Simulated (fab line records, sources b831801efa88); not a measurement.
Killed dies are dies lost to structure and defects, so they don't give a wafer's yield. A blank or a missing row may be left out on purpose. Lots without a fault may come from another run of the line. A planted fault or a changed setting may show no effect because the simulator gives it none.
Which tool did it? | flow sky130 | 12 lots, 36 wafers sampled, at 1 step of a route of 708

WHAT THE GAUGES READ, wafer by wafer
SKY_POLY_CUT_CD_MEAS_08: target cd 270 nm.
lot  | measured     | on        | cd_nm (nm)
L075 | day 24 12:28 | cd_sem-01 | 270.4 271.1 270.5
L077 | day 25 07:37 | cd_sem-01 | 270.0 270.1 270.0
L079 | day 26 03:37 | cd_sem-02 | 269.1 267.7 268.3
L081 | day 26 15:34 | cd_sem-01 | 273.8 270.9 271.1
L083 | day 27 08:37 | cd_sem-02 | 270.7 270.4 271.7
L085 | day 28 05:19 | cd_sem-02 | 268.5 269.8 270.1
L087 | day 28 22:13 | cd_sem-01 | 270.2 268.3 268.9
L089 | day 29 17:38 | cd_sem-01 | 270.9 270.7 271.4
L091 | day 30 05:08 | cd_sem-02 | 268.3 269.2 269.5
L093 | day 30 15:52 | cd_sem-02 | 268.9 269.9 269.8
L095 | day 31 06:59 | cd_sem-01 | 269.8 269.8 269.6
L097 | day 32 02:29 | cd_sem-02 | 269.2 271.7 269.3

WHICH TOOL RAN EACH LOT (tool, then ch and the chambers of the sampled wafers, then the start)
The record holds no process step before these readings.

THE ANSWER, worked out from the rows above alone
Rule: what is usual is taken from the lots themselves. Put in order of their means at a reading, lots are off if they are a third of the lots or fewer, leave a main group of 4 or more, and stand apart from it by a gap of 3 or more times the standard deviation of the main group's means; of several such gaps the widest counts. A main group whose means are all the same, to the digits that the tables above print for the reading, isn't used. A lot without any number at a reading at which 4 lots or more have one is off too. The other lots that the step has rows for count as sound.
No lot is off at any reading shown: from this, nothing can be told.

WHAT THE SIMULATOR HAD PUT IN
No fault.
